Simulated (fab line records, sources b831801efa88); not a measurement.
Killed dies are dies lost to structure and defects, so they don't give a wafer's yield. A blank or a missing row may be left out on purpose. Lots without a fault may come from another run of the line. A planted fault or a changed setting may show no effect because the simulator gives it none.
fab line records | flow sky130
record lots=6 wafers=18 last_day=51
route steps=708 shown SONOS_ONO@176 GATE_OXIDE@187 POLY_GATE@204 RES_PROTECT@206 PAD_OPEN@708
lots that met no fault: from a run of the same line without faults
start_h: hours from the record's first day to the start of the lot's first wafer shown | wait_h: hours since the lot's step before | " the same as in the row above | L1.1+2: a row that stands for several wafers | - no value, or no start given | * or withheld: withheld | < > ~ a bound
route shown NAME@n: a module of which the file shows steps, and the number in the route of the first | usual: mean/standard deviation of fault-free wafers | same: alike in all rows | chamber/n: place in a boat | sites: the reading at each site | _std_site: their standard deviation | _edge_site: outer sites' mean less inner sites' | radius_mm: how far each site lies from the wafer's centre | mask NAME#n: copy n | behind: the tool/chamber that last shaped the wafer | hold: why the lot was held/for how many hours/how that ended | device: the transistor (n, p or np) that didn't switch | end of line: the same wafers' tests at the end of the route | a step without rows: its recipe alone | killed: dies lost to structure and defects at the first sort, not the wafer's yield | map: a wafer's dies, x killed, . not, _ none there
set.NAME: the setting as run; set.NAME@STEP: as run at that earlier step | model.NAME: the simulator's own value behind a step, which no gauge read
lots at some steps of the route; a table a step, a row a wafer
services: from which hour (start_h, from the record's first day; less than 0 if before it) a tool's chamber was out of use, for how many hours, and why
## steps
# step SKY_SONOS_ONO_COAT_08
# recipe resist=NOVOLAK spin_rpm=3000 resist_thk_nm=1140
# step SKY_SONOS_ONO_SOFTBAKE_09
# recipe temp_c=90 time_s=60 resist=NOVOLAK
# step SKY_SONOS_ONO_EXPOSE_10
# recipe mask_id=ONOM target_cd_nm=410 na=0.6 source_shape=conventional sigma_outer=0.6 dose_mj=150
# step SKY_SONOS_ONO_PEB_11
# recipe temp_c=withheld time_s=* resist=NOVOLAK
# step SKY_SONOS_ONO_DEVELOP_12
# recipe develop_time_s=60 dev_temp_c=23
# step SKY_SONOS_ONO_CD_MEAS_13
# recipe target_cd_nm=410
# usual cd_nm=409.4/2.4
# columns lot.wafer tool chamber start_h wait_h cd_nm
L588.2 cd_sem-02 - 311.16 0.1 414.5
L588.3 " - " " 413.8
L588.5 " - " " 414.2
L591.3 cd_sem-02 - 342.90 0.1 411.4
L591.4 " - " " 410.9
L591.5 " - " " 411.6
L594.2 cd_sem-02 - 354.77 0.1 413.6
L594.5 " - " " 412.2
L594.6 " - " " 410.8
L597.2 cd_sem-01 - 376.93 0.1 407.1
L597.3 " - " " 407.9
L597.4 " - " " 407.9
L600.2 cd_sem-01 - 405.27 0.1 412.7
L600.3 " - " " 411.8
L600.5 " - " " 413.4
L609.2 cd_sem-01 - 485.76 0.1 409.5
L609.3 " - " " 409.1
L609.5 " - " " 408.5
# step SKY_SONOS_ONO_OVL_MEAS_14
# usual SONOS_ONO_OVL=-1.4/1.8
# columns lot.wafer tool chamber start_h wait_h SONOS_ONO_OVL[nm]
L588.2 overlay-02 - 311.26 0.1 -2.6
L588.3 " - " " -2.7
L588.5 " - " " -2.6
L591.3 overlay-01 - 343.00 0.1 -2.7
L591.4 " - " " -3.5
L591.5 " - " " -3.8
L594.2 overlay-01 - 354.87 0.1 -0.4
L594.5 " - " " 0.5
L594.6 " - " " -0.2
L597.2 overlay-02 - 377.04 0.1 -1.4
L597.3 " - " " -1.5
L597.4 " - " " -0.5
L600.2 overlay-01 - 405.37 0.1 -4.6
L600.3 " - " " -4.4
L600.5 " - " " -4.3
L609.2 overlay-02 - 485.86 0.1 -0.1
L609.3 " - " " -1.5
L609.5 " - " " -1.9
# step SKY_SONOS_ONO_ETCH_15
# recipe target_depth_nm=19.52 chemistry=CHF3/O2 source_w=600 bias_w=200 pressure_mtorr=40 chf3_flow_sccm=50 O2_flow_sccm=5 time_s=7.8
# usual drypump_motor_current_A=5.7/0.44 oes_product_au=1.001/0.0074 throttle_valve_pct=8.825/0.0087
# columns lot.wafer tool chamber start_h wait_h drypump_motor_current_A oes_product_au rf_hours_counter_h throttle_valve_pct
L588.2 rie_diel-01 3 311.29 0.0 5.6 0.994 23 8.830
L588.3 " 1 " " 5.1 0.998 2 8.823
L588.5 " 1 " " 5.1 1.000 - 8.818
L591.3 rie_diel-01 3 343.02 0.0 5.6 1.002 24 8.823
L591.4 " 1 " " 5.1 1.007 3 8.795
L591.5 " 0 " " 6.0 1.003 - 8.815
L594.2 rie_diel-02 2 354.90 0.0 4.9 1.002 2 8.802
L594.5 " 2 " " 4.9 0.995 - 8.815
L594.6 " 3 " " 5.8 1.006 - 8.821
L597.2 rie_diel-01 1 377.07 0.0 5.1 1.000 3 8.820
L597.3 " 2 " " 6.4 0.994 23 8.821
L597.4 " 3 " " 5.5 0.997 24 8.837
L600.2 rie_diel-04 2 405.40 0.0 5.7 0.999 48 8.838
L600.3 " 0 " " 5.7 0.996 36 8.835
L600.5 " 2 " " 5.7 1.001 - 8.818
L609.2 rie_diel-04 3 485.89 0.0 6.3 1.016 3 8.817
L609.3 " 1 " " 5.2 0.995 1 8.821
L609.5 " 1 " " 5.3 1.000 - 8.814
# step SKY_SONOS_ONO_WET_ETCH_16
# recipe chemistry=dHF target_depth_nm=14 dry=n2_spin target=SiO2 dilution=100:1 temp_c=25 time_s=280
# step SKY_SONOS_ONO_STRIP_17
# recipe chemistry=O2/N2 power_w=1400 pressure_mtorr=1500 platen_temp_c=withheld o2_flow_sccm=3000 n2_flow_sccm=300 overash_fraction=0.5
# usual drypump_motor_current_A=5.9/0.47 n2_flow_sccm=299.9/0.93 oes_product_au=0.710/0.0042 strip_time_to_endpoint_s=14.10/0.04
# columns lot.wafer tool chamber start_h wait_h drypump_motor_current_A n2_flow_sccm oes_product_au rf_hours_counter_h strip_time_to_endpoint_s
L588.2 plasma_asher-04 1 311.41 0.0 5.6 299.5 0.706 62 14.12
L588.3 " 0 " " 5.5 299.1 0.711 - 14.12
L588.5 " 0 " " 5.5 300.2 0.705 - 14.12
L591.3 plasma_asher-04 0 343.16 0.0 5.5 298.5 0.712 - 14.10
L591.4 " 1 " " 5.6 300.4 0.710 - 14.08
L591.5 " 0 " " 5.6 299.7 0.709 - 14.09
L594.2 plasma_asher-03 0 355.10 0.0 5.3 300.3 0.712 52 14.12
L594.5 " 0 " " 5.3 302.7 0.712 - 14.12
L594.6 " 1 " " 6.4 299.0 0.709 - 14.13
L597.2 plasma_asher-04 1 377.19 0.0 5.6 299.5 0.710 69 14.09
L597.3 " 0 " " 5.5 301.2 0.714 - 14.11
L597.4 " 1 " " 5.6 299.9 0.710 - 14.15
L600.2 plasma_asher-04 1 405.51 0.0 5.6 298.2 0.708 72 14.11
L600.3 " 1 " " 5.7 299.3 0.704 - 14.10
L600.5 " 0 " " 5.6 299.9 0.713 - 14.13
L609.2 plasma_asher-03 1 486.01 0.0 6.4 299.5 0.714 63 14.15
L609.3 " 1 " " 6.4 299.7 0.712 - 14.17
L609.5 " 1 " " 6.4 299.0 0.710 - 14.19
# step SKY_SONOS_ONO_WET_ETCH_18
# recipe chemistry=H3PO4 target_depth_nm=15 target=Si3N4 temp_c=160 time_s=172
# step SKY_GATE_OXIDE_CLEAN_00
# recipe chemistry=SC1/SC2 mix=1:4:20 temp_c=70 time_s=150 dry=n2_spin
# step SKY_GATE_OXIDE_OXIDATION_01
# recipe temp_c=900 ambient=O2 stabilise_s=600 purge_s=300 target_thk_a=102.68 ox_time_s=1473
# usual spike_tc_centre_C=902.1/0.99 tube_center_temp_C_max=902.3/0.41
# columns lot.wafer tool chamber start_h wait_h spike_tc_centre_C tube_center_temp_C_max
L588.2 furnace-02 0 312.81 1.2 902.9 902.2
L588.3 " 0 " " 902.0 902.6
L588.5 " 0 " " 903.0 902.5
L591.3 furnace-01 0 343.33 0.0 900.3 902.1
L591.4 " 0 " " 901.2 902.1
L591.5 " 0 " " 900.0 903.2
L594.2 furnace-02 0 356.40 1.0 901.9 902.3
L594.5 " 0 " " 901.5 902.2
L594.6 " 0 " " 901.6 902.7
L597.2 furnace-01 0 377.40 0.0 902.4 902.6
L597.3 " 0 " " 901.9 902.3
L597.4 " 0 " " 902.6 902.1
L600.2 furnace-01 0 406.97 1.2 903.7 901.8
L600.3 " 0 " " 902.4 901.7
L600.5 " 0 " " 902.4 902.5
L609.2 furnace-01 0 488.45 2.2 902.9 902.6
L609.3 " 0 " " 902.7 903.0
L609.5 " 0 " " 901.9 901.9
# step SKY_GATE_OXIDE_THK_MEAS_02
# recipe reads=SiO2_of_GATE_OXIDE_OXIDATION_01
# usual GATE_OXIDE_OXIDATION_00_THK=10.36/0.18
# columns lot.wafer tool chamber start_h wait_h GATE_OXIDE_OXIDATION_00_THK[nm]
L588.2 film_metro-03 - 314.22 0.0 10.17
L588.3 " - " " 10.14
L588.5 " - " " 10.25
L591.3 film_metro-04 - 344.76 0.0 10.27
L591.4 " - " " 10.19
L591.5 " - " " 10.18
L594.2 film_metro-01 - 357.82 0.0 10.27
L594.5 " - " " 10.26
L594.6 " - " " 10.45
L597.2 film_metro-04 - 378.82 0.0 10.02
L597.3 " - " " 10.00
L597.4 " - " " 10.03
L600.2 film_metro-04 - 408.39 0.0 10.34
L600.3 " - " " 10.32
L600.5 " - " " 10.23
L609.2 film_metro-03 - 489.87 0.0 10.51
L609.3 " - " " 10.69
L609.5 " - " " 10.58
# step SKY_GATE_OXIDE_DEHYDRATE_03
# recipe temp_c=200 time_s=60
# step SKY_GATE_OXIDE_HMDS_04
# recipe prime_time_s=60 prime_temp_c=120
# step SKY_GATE_OXIDE_COAT_05
# recipe resist=NOVOLAK spin_rpm=3000 resist_thk_nm=1140
# step SKY_GATE_OXIDE_SOFTBAKE_06
# recipe temp_c=90 time_s=60 resist=NOVOLAK
# step SKY_GATE_OXIDE_EXPOSE_07
# recipe mask_id=LVOM na=0.6 source_shape=conventional sigma_outer=0.6 polarization=unpolarized target_cd_nm=600 dose_mj=170
# step SKY_GATE_OXIDE_PEB_08
# recipe temp_c=withheld time_s=* resist=NOVOLAK
# step SKY_GATE_OXIDE_DEVELOP_09
# recipe resist=NOVOLAK developer=TMAH develop_time_s=60 dev_temp_c=23
# step SKY_GATE_OXIDE_OVL_MEAS_10
# usual GATE_OXIDE_OVL=1.1/1.3
# columns lot.wafer tool chamber start_h wait_h GATE_OXIDE_OVL[nm]
L588.2 overlay-02 - 339.98 0.1 -0.3
L588.3 " - " " 2.5
L588.5 " - " " 0.4
L591.3 overlay-01 - 372.49 0.1 0.4
L591.4 " - " " 1.0
L591.5 " - " " 1.4
L594.2 overlay-02 - 385.98 0.1 2.1
L594.5 " - " " 1.9
L594.6 " - " " 1.5
L597.2 overlay-01 - 408.18 0.1 0.3
L597.3 " - " " 3.0
L597.4 " - " " 2.2
L600.2 overlay-01 - 438.35 0.1 1.0
L600.3 " - " " 1.0
L600.5 " - " " 1.5
L609.2 overlay-02 - 519.18 0.1 -2.5
L609.3 " - " " -0.4
L609.5 " - " " -1.2
# step SKY_GATE_OXIDE_IMPLANT_11
# recipe species=B energy_kev=10 dose_cm2=2.6e+12 tilt_deg=withheld
# step SKY_GATE_OXIDE_WET_ETCH_12
# recipe chemistry=dHF target_depth_nm=16.8 dry=n2_spin target=SiO2 dilution=100:1 temp_c=25 time_s=336
# step SKY_GATE_OXIDE_STRIP_13
# recipe chemistry=O2/N2 power_w=1400 pressure_mtorr=1500 platen_temp_c=withheld o2_flow_sccm=3000 n2_flow_sccm=300 overash_fraction=0.5
# usual drypump_motor_current_A=5.6/0.33 n2_flow_sccm=300.0/0.92 oes_product_au=0.715/0.0047 strip_time_to_endpoint_s=14.18/0.046
# columns lot.wafer tool chamber start_h wait_h drypump_motor_current_A n2_flow_sccm oes_product_au rf_hours_counter_h strip_time_to_endpoint_s
L588.2 plasma_asher-03 1 340.26 0.0 6.4 301.1 0.718 51 14.17
L588.3 " 0 " " 5.4 300.1 0.717 - 14.23
L588.5 " 1 " " 6.4 300.9 0.717 - 14.18
L591.3 plasma_asher-04 1 372.92 0.0 5.7 300.3 0.718 - 14.12
L591.4 " 0 " " 5.6 299.2 0.729 - 14.14
L591.5 " 0 " " 5.5 300.0 0.719 - 14.12
L594.2 plasma_asher-02 1 386.26 0.0 5.4 300.3 0.727 68 14.18
L594.5 " 1 " " 5.4 299.2 0.718 - 14.22
L594.6 " 0 " " 5.4 299.6 0.715 - 14.25
L597.2 plasma_asher-04 1 408.46 0.0 5.6 299.0 0.712 72 14.23
L597.3 " 0 " " 5.5 300.6 0.712 - 14.23
L597.4 " 1 " " 5.6 299.7 0.711 - 14.21
L600.2 plasma_asher-04 1 438.63 0.0 5.7 300.4 0.720 76 14.17
L600.3 " 1 " " 5.7 299.0 0.714 - 14.17
L600.5 " 1 " " 5.6 300.3 0.716 - 14.17
L609.2 plasma_asher-02 1 519.46 0.0 5.4 301.0 0.707 8 14.23
L609.3 " 1 " " 5.4 299.8 0.715 - 14.23
L609.5 " 1 " " 5.4 301.2 0.713 - 14.25
# step SKY_GATE_OXIDE_TW_MEAS_14
# usual GATE_OXIDE_TW=225.3/2.2
# columns lot.wafer tool chamber start_h wait_h GATE_OXIDE_TW
L588.2 film_metro-01 - 340.37 0.1 221.5
L588.3 " - " " 221.0
L588.5 " - " " 220.7
L591.3 film_metro-04 - 373.00 0.1 227.2
L591.4 " - " " 227.5
L591.5 " - " " 227.2
L594.2 film_metro-01 - 386.37 0.1 220.1
L594.5 " - " " 221.6
L594.6 " - " " 220.2
L597.2 film_metro-01 - 408.57 0.1 222.3
L597.3 " - " " 220.8
L597.4 " - " " 221.6
L600.2 film_metro-04 - 438.74 0.1 226.5
L600.3 " - " " 227.1
L600.5 " - " " 227.2
L609.2 film_metro-04 - 519.57 0.1 224.1
L609.3 " - " " 223.6
L609.5 " - " " 225.5
# step SKY_GATE_OXIDE_CLEAN_15
# recipe chemistry=SC1/SC2 mix=1:4:20 temp_c=70 time_s=150 dry=n2_spin
# step SKY_GATE_OXIDE_OXIDATION_16
# recipe temp_c=800 ambient=O2 idle_temp_c=700 ramp_up_c_per_min=10 ramp_down_c_per_min=3 stabilise_s=600 purge_s=300 target_thk_a=35.7 ox_time_s=1915
# step SKY_POLY_GATE_CVD_00
# recipe material=poly-Si target_thk_nm=180 temp_c=620 time_s=720 pressure_mtorr=200
# step SKY_POLY_GATE_THK_MEAS_01
# recipe reads=poly-Si_of_POLY_GATE_CVD_00
# usual POLY_GATE_CVD_00_THK=180.9/1.9
# columns lot.wafer tool chamber start_h wait_h POLY_GATE_CVD_00_THK[nm]
L588.2 film_metro-03 - 344.37 0.0 183.8
L588.3 " - " " 182.3
L588.5 " - " " 182.7
L591.3 film_metro-04 - 376.05 0.0 181.6
L591.4 " - " " 182.1
L591.5 " - " " 181.0
L594.2 film_metro-02 - 390.77 0.0 179.5
L594.5 " - " " 178.9
L594.6 " - " " 180.6
L597.2 film_metro-04 - 412.62 0.0 181.6
L597.3 " - " " 180.0
L597.4 " - " " 181.8
L600.2 film_metro-02 - 441.59 0.0 181.8
L600.3 " - " " 181.0
L600.5 " - " " 181.6
L609.2 film_metro-02 - 522.41 0.0 181.3
L609.3 " - " " 179.5
L609.5 " - " " 179.9
# step SKY_RES_PROTECT_DEHYDRATE_00
# recipe temp_c=200 time_s=60
# step SKY_RES_PROTECT_HMDS_01
# recipe prime_time_s=60 prime_temp_c=120
# step SKY_RES_PROTECT_COAT_02
# recipe resist=NOVOLAK spin_rpm=3000 resist_thk_nm=1140
# step SKY_RES_PROTECT_SOFTBAKE_03
# recipe temp_c=90 time_s=60 resist=NOVOLAK
# step SKY_RES_PROTECT_EXPOSE_04
# recipe mask_id=RPM na=0.6 source_shape=conventional sigma_outer=0.6 polarization=unpolarized target_cd_nm=1270 dose_mj=131
# step SKY_RES_PROTECT_PEB_05
# recipe temp_c=withheld time_s=* resist=NOVOLAK
# step SKY_RES_PROTECT_DEVELOP_06
# recipe resist=NOVOLAK developer=TMAH develop_time_s=60 dev_temp_c=23
# step SKY_POLY_GATE_IMPLANT_02
# recipe species=P energy_kev=30 dose_cm2=7.7e+15 tilt_deg=0
# step SKY_RES_PROTECT_STRIP_07
# recipe chemistry=O2/N2 power_w=1400 pressure_mtorr=1500 platen_temp_c=withheld o2_flow_sccm=3000 n2_flow_sccm=300 overash_fraction=0.5
# usual drypump_motor_current_A=6.0/0.51 n2_flow_sccm=299.9/0.96 oes_product_au=0.518/0.0045 strip_time_to_endpoint_s=23.30/0.051
# columns lot.wafer tool chamber start_h wait_h drypump_motor_current_A n2_flow_sccm oes_product_au rf_hours_counter_h strip_time_to_endpoint_s
L588.2 plasma_asher-02 1 371.89 0.1 5.4 298.8 0.512 66 23.29
L588.3 " 0 " " 5.5 299.5 0.519 - 23.29
L588.5 " 0 " " 5.4 298.4 0.517 - 23.28
L591.3 plasma_asher-03 1 405.16 0.1 6.4 300.0 0.518 - 23.29
L591.4 " 0 " " 5.4 299.5 0.524 - 23.31
L591.5 " 0 " " 5.3 298.9 0.517 - 23.26
L594.2 plasma_asher-03 1 419.79 0.1 6.4 299.5 0.514 56 23.28
L594.5 " 0 " " 5.3 300.0 0.525 - 23.32
L594.6 " 1 " " 6.4 299.9 0.525 - 23.37
L597.2 plasma_asher-03 1 442.02 0.1 6.4 298.7 0.516 58 23.18
L597.3 " 0 " " 5.3 302.3 0.521 - 23.21
L597.4 " 1 " " 6.4 299.2 0.524 - 23.25
L600.2 plasma_asher-01 0 473.22 0.1 6.4 302.2 0.523 37 23.39
L600.3 " 1 " " 6.5 301.0 0.518 - 23.34
L600.5 " 0 " " 6.4 301.6 0.520 - 23.37
L609.2 plasma_asher-03 1 552.11 0.1 6.4 299.3 0.517 70 23.35
L609.3 " 1 " " 6.5 299.4 0.514 - 23.31
L609.5 " 1 " " 6.5 298.4 0.525 - 23.30
# step SKY_RES_PROTECT_TW_MEAS_08
# usual POLY_GATE_TW=4047/47
# columns lot.wafer tool chamber start_h wait_h POLY_GATE_TW
L588.2 film_metro-01 - 372.00 0.1 3950
L588.3 " - " " 3944
L588.5 " - " " 3961
L591.3 film_metro-04 - 405.24 0.1 4048
L591.4 " - " " 4067
L591.5 " - " " 4077
L594.2 film_metro-04 - 419.90 0.1 4061
L594.5 " - " " 4052
L594.6 " - " " 4053
L597.2 film_metro-02 - 442.13 0.1 4073
L597.3 " - " " 4069
L597.4 " - " " 4060
L600.2 film_metro-04 - 473.33 0.1 4074
L600.3 " - " " 4069
L600.5 " - " " 4063
L609.2 film_metro-04 - 552.22 0.1 4055
L609.3 " - " " 4098
L609.5 " - " " 4077
# step SKY_RES_PROTECT_CLEAN_09
# recipe chemistry=SC1/SC2 mix=1:4:20 temp_c=70 time_s=150 dry=n2_spin
# step SKY_POLY_GATE_CVD_03
# recipe material=Si3N4 precursor=DCS/NH3 target_thk_nm=75 temp_c=770 time_s=1290 pressure_mtorr=250
# step SKY_PAD_OPEN_PROBE_99
# usual killed_at_M0_to_M3=43/6.6 killed_at_M4_up=3.1/1.9 killed_at_contacts=24/5.2 killed_at_front_end=16/4.5 killed_at_other=0.4/0.62 killed_dies=87/9 killed_on_rim=17/3.7 killed_open=48/7 killed_short=39/6.2
# same gross_dies=492 killed_at_back_side=0
# columns lot.wafer tool chamber start_h wait_h hold killed_at_M0_to_M3 killed_at_M4_up killed_at_contacts killed_at_front_end killed_at_other killed_dies killed_on_rim killed_open killed_short
L588.2 prober-02 - 1108.07 0.1 - 37 3 19 15 0 74 14 37 37
L588.3 prober-02 - 1108.12 0.2 - 46 5 17 18 0 86 18 37 49
L588.5 prober-02 - 1108.22 0.2 - 47 4 24 18 0 93 20 52 41
L591.3 prober-01 - 1129.44 0.2 - 49 3 32 14 0 98 21 58 40
L591.4 prober-01 - 1129.49 0.2 - 42 1 36 10 0 89 21 51 38
L591.5 prober-01 - 1129.54 0.2 - 47 2 22 21 1 93 15 50 43
L594.2 prober-01 - 1143.21 0.1 - 47 4 23 17 0 91 19 52 39
L594.5 prober-01 - 1143.36 0.2 - 45 1 26 24 1 97 24 53 43
L594.6 prober-01 - 1143.41 0.2 - 37 5 26 25 1 94 17 53 41
L597.2 prober-02 - 1152.20 0.1 await_dispo/3.1h/release 25 2 20 309 1 357 82 31 24
L597.3 prober-02 - 1152.25 0.2 await_dispo/3.1h/release 19 4 20 319 2 364 66 26 28
L597.4 prober-02 - 1152.30 0.2 await_dispo/3.1h/release 23 3 12 322 2 362 69 24 25
L600.2 prober-01 - 1178.28 0.1 await_dispo/1.7h/release 31 2 17 311 0 361 73 25 34
L600.3 prober-01 - 1178.33 0.2 await_dispo/1.7h/release 24 1 23 314 0 362 72 34 23
L600.5 prober-01 - 1178.43 0.2 await_dispo/1.7h/release 34 2 25 314 0 375 77 45 27
L609.2 prober-01 - 1219.16 0.1 - 38 2 18 18 0 76 15 44 31
L609.3 prober-01 - 1219.21 0.2 - 53 3 27 18 0 101 16 52 49
L609.5 prober-01 - 1219.31 0.2 - 41 6 19 18 0 84 12 37 47
# killed by level:class
L588.2 VIA1:geometric_particle:open=8 CONTACT:geometric_particle:open=7 METAL2:geometric_particle:short=5 VIA1:geometric_particle:short=5 CONTACT:geometric_particle:short=5 VIA2:geometric_particle:short=5 FIELD_ISO:geometric_particle:open=4 VIA2:geometric_particle:open=4
L588.3 VIA1:geometric_particle:open=12 METAL2:geometric_particle:short=8 FIELD_ISO:geometric_particle:open=7 METAL1:geometric_particle:short=7 LOCAL_INTERCONNECT:geometric_particle:short=5 VIA1:geometric_particle:short=5 POLY_GATE:geometric_particle:short=4 LI_CONTACT:geometric_particle:short=4
L588.5 VIA1:geometric_particle:open=14 CONTACT:geometric_particle:open=8 VIA3:geometric_particle:open=7 POLY_GATE:geometric_particle:open=6 VIA1:geometric_particle:short=6 POLY_GATE:geometric_particle:short=5 LI_CONTACT:geometric_particle:open=5 METAL1:geometric_particle:short=5
L591.3 CONTACT:geometric_particle:open=14 VIA1:geometric_particle:open=9 LI_CONTACT:geometric_particle:open=8 VIA2:geometric_particle:open=8 VIA1:geometric_particle:short=7 FIELD_ISO:geometric_particle:short=5 VIA3:geometric_particle:open=5 LOCAL_INTERCONNECT:geometric_particle:short=5
L591.4 LI_CONTACT:geometric_particle:open=12 CONTACT:geometric_particle:open=8 VIA1:geometric_particle:open=8 LOCAL_INTERCONNECT:geometric_particle:open=6 CONTACT:geometric_particle:short=6 VIA2:geometric_particle:short=6 METAL1:geometric_particle:short=5 VIA1:geometric_particle:short=5
L591.5 VIA1:geometric_particle:open=11 VIA2:geometric_particle:open=10 LI_CONTACT:geometric_particle:open=7 CONTACT:geometric_particle:open=6 VIA1:geometric_particle:short=6 FIELD_ISO:geometric_particle:short=5 POLY_GATE:geometric_particle:open=4 CONTACT:geometric_particle:short=4
L594.2 VIA1:geometric_particle:open=12 CONTACT:geometric_particle:open=7 VIA2:geometric_particle:open=7 FIELD_ISO:geometric_particle:short=6 FIELD_ISO:geometric_particle:open=5 LI_CONTACT:geometric_particle:open=5 VIA2:geometric_particle:short=5 METAL2:geometric_particle:short=5
L594.5 FIELD_ISO:geometric_particle:open=8 VIA1:geometric_particle:open=8 LI_CONTACT:geometric_particle:open=7 CONTACT:geometric_particle:open=7 VIA2:geometric_particle:open=7 LOCAL_INTERCONNECT:geometric_particle:short=6 CONTACT:geometric_particle:short=6 VIA3:geometric_particle:open=5
L594.6 CONTACT:geometric_particle:open=10 VIA1:geometric_particle:open=9 LI_CONTACT:geometric_particle:open=9 FIELD_ISO:geometric_particle:open=8 POLY_GATE:geometric_particle:short=5 POLY_GATE:geometric_particle:open=5 CONTACT:geometric_particle:short=5 METAL2:geometric_particle:short=5
L597.2 GATE_OXIDE:unspecified=301 CONTACT:geometric_particle:open=8 VIA2:geometric_particle:open=7 METAL1:geometric_particle:short=6 VIA1:geometric_particle:open=4 LOCAL_INTERCONNECT:geometric_particle:short=4 CONTACT:geometric_particle:short=4 POLY_GATE:geometric_particle:short=3
L597.3 GATE_OXIDE:unspecified=309 CONTACT:geometric_particle:open=8 FIELD_ISO:geometric_particle:open=4 LOCAL_INTERCONNECT:geometric_particle:short=4 CONTACT:geometric_particle:short=4 METAL4:geometric_particle:short=3 VIA2:geometric_particle:short=3 VIA3:geometric_particle:open=3
L597.4 GATE_OXIDE:unspecified=312 VIA3:geometric_particle:open=6 METAL1:geometric_particle:short=4 LI_CONTACT:geometric_particle:short=4 VIA2:geometric_particle:open=4 FIELD_ISO:geometric_particle:open=3 CONTACT:geometric_particle:short=3 CONTACT:geometric_particle:open=3
L600.2 GATE_OXIDE:unspecified=301 CONTACT:geometric_particle:open=7 METAL1:geometric_particle:short=5 METAL2:geometric_particle:short=5 FIELD_ISO:geometric_particle:short=4 LI_CONTACT:geometric_particle:open=4 VIA1:geometric_particle:open=4 VIA2:geometric_particle:open=4
L600.3 GATE_OXIDE:unspecified=305 VIA1:geometric_particle:open=9 CONTACT:geometric_particle:open=8 LI_CONTACT:geometric_particle:open=6 CONTACT:geometric_particle:short=6 VIA3:geometric_particle:open=5 VIA1:geometric_particle:short=4 FIELD_ISO:geometric_particle:open=3
L600.5 GATE_OXIDE:unspecified=303 VIA1:geometric_particle:open=11 CONTACT:geometric_particle:open=9 LI_CONTACT:geometric_particle:open=8 METAL2:geometric_particle:short=7 VIA2:geometric_particle:open=6 LOCAL_INTERCONNECT:geometric_particle:short=3 POLY_GATE:geometric_particle:open=3
L609.2 VIA1:geometric_particle:open=11 LI_CONTACT:geometric_particle:open=9 VIA2:geometric_particle:open=8 FIELD_ISO:geometric_particle:short=5 POLY_GATE:geometric_particle:short=5 METAL2:geometric_particle:short=4 VIA1:geometric_particle:short=4 LOCAL_INTERCONNECT:geometric_particle:short=3
L609.3 CONTACT:geometric_particle:open=10 METAL2:geometric_particle:short=9 VIA1:geometric_particle:open=8 VIA3:geometric_particle:open=8 VIA3:geometric_particle:short=7 LI_CONTACT:geometric_particle:open=5 METAL1:geometric_particle:short=5 VIA2:geometric_particle:open=5
L609.5 CONTACT:geometric_particle:open=8 VIA2:geometric_particle:open=7 VIA1:geometric_particle:open=6 CONTACT:geometric_particle:short=6 METAL1:geometric_particle:short=6 VIA3:geometric_particle:open=6 POLY_GATE:geometric_particle:short=5 POLY_GATE:geometric_particle:open=5
# map L597.3 (x killed, . not)
__________..xx.xxx.x_________
________xxx..x..xxx.xx_______
______xxx.xx.xxx.xx...x._____
_____xxx.xxx.x.xxx.xxxx.x____
____x..xxxx.xxxx..xxxx..xx___
___xxxxxxxxxxx.xxxxxxx..x.x__
__x..xxxxxx..xxxxxx.xx.xxx.x_
_..x.x..xx.x.xx.xxxxxx.x.xxx.
_xx.xxxxxx.xxxxxxxx.x.x.xxxx.
_..x.xxxxxxxxxxxxx..xxxxxxx..
_xxx.xxxxxxxx.xxxx.xxxx.xxxxx
_xxxxxxxxxxxx.xx.x...xxxxxxxx
_.xx.xxxxx.xxxxxxxxxxxxxxxxxx
_x.xxxxx.xxx..xx.x.xx..xx.xxx
_xxxxxxx.x.xxxxx.xxxx.xxxxx..
__xxx..x.xx.xx..xxxxxxxx..x._
___x.xxxxxx..x...x.x..x..x.__
____xxxx.xxxxxxxxxxx.xx.xx___
_____.xx.xxx.xxxxxxxx..x.____
______xxxxx..xxx.xxxxxxx_____
________x..xxxx.xxxx.x_______
__________.xxxxxxxxx_________
# map L600.5 (x killed, . not)
__________x..xx.xxxx_________
________.xxxxx.xx.xxx._______
______xxx.xxxxxxxx.xxxx._____
_____.xx.xxxxx.xx.xx..x.x____
____xxx..xxx.xxxx..xxxxxx.___
___.xxxxx..xxxxxxx..xx.xxxx__
__xxxxxxxxxxxx..xx.xxxxxx.xx_
_xx.xxx.xxxx.xx.xxxxxxx.x.xx.
_xxxx.x.x.xxx.xxxx...x.xx..xx
_.xxx.xx...xxxxxx..xxxx.xx.xx
_xxxxxxxx.xx.x.xxxxxxxxxx..xx
_xx.xx.x.xxxxxxxxxxxxxxxxx.x.
_xx.x.xxxxxxx.x.xxx..xxxxxxxx
_xxxxxxx.xxx.xxxxx..xxxx...xx
_xxx...xxxxxxxxx.xxx.xxxxxxxx
__.xxxxxxxxx...x.xx.xxxxxxx._
___xxxxx.x...xxxx.xx.xxx.xx__
____xxxx.xxx.xxx.x.xxxxxxx___
_____x..xxxx.x.xxxxxxxxxx____
______x.xxxxx..xxx.xx.xx_____
________x.xxx.xx.xxxxx_______
__________xxxxxxxxxx_________
## services
# columns tool chamber start_h hours kind
furnace-02 - 308.86 3.9 pm
furnace-01 - 315.28 4.2 pm
plasma_asher-03 - 331.40 5.6 repair
rie_diel-02 - 331.49 0.3 repair
plasma_asher-03 - 350.89 2.3 repair
furnace-01 - 365.99 3.8 pm
plasma_asher-03 - 376.49 15.3 repair
rie_diel-02 2 405.40 9.6 repair
plasma_asher-03 - 406.62 11.4 repair
rie_diel-01 - 409.35 0.4 repair
plasma_asher-02 - 421.25 9.0 pm
plasma_asher-02 - 430.25 2.8 pm
plasma_asher-02 - 433.00 4.3 pm
rie_diel-01 2 433.43 2.8 repair
rie_diel-04 2 456.52 4.5 repair
rie_diel-02 0 466.82 7.2 repair
rie_diel-04 - 467.41 14.6 pm
furnace-02 - 476.16 3.7 pm
furnace-01 - 483.89 3.0 pm
furnace-02 - 486.93 3.7 pm
plasma_asher-01 - 499.69 2.2 repair
plasma_asher-04 - 508.81 2.3 repair
rie_diel-04 0 539.14 10.6 repair
rie_diel-01 1 549.28 2.5 repair
## key
first_sign step=SKY_PAD_OPEN_PROBE_99 reading=killed_at_front_end direction=up sigmas=66 usual=16 struck=315
effect step=SKY_PAD_OPEN_PROBE_99 reading=killed_dies direction=up sigmas=31 usual=87 struck=364
met_at SKY_GATE_OXIDE_OXIDATION_01
struck_wafers L597.2,L597.3,L597.4,L600.2,L600.3,L600.5
tester_left_out L597,L600
onset_between 343.33 377.40
also_fits SKY_SONOS_ONO_STRIP_17:plasma_asher-04,SKY_GATE_OXIDE_STRIP_13:plasma_asher-04
fault kind=chamber_particle_source tool=furnace-01 chamber=- onset_h=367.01 steps=SKY_GATE_OXIDE_OXIDATION_01 rate_per_visit_cm2=2.1451 end_h=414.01
# tester_left_out: of these lots the tester's yield and bins aren't shown, on N5 and GAA mostly nor the transistor test; their killed dies are dies lost to structure and defects alone, not to doping, threshold or leakage, so they don't give the yield
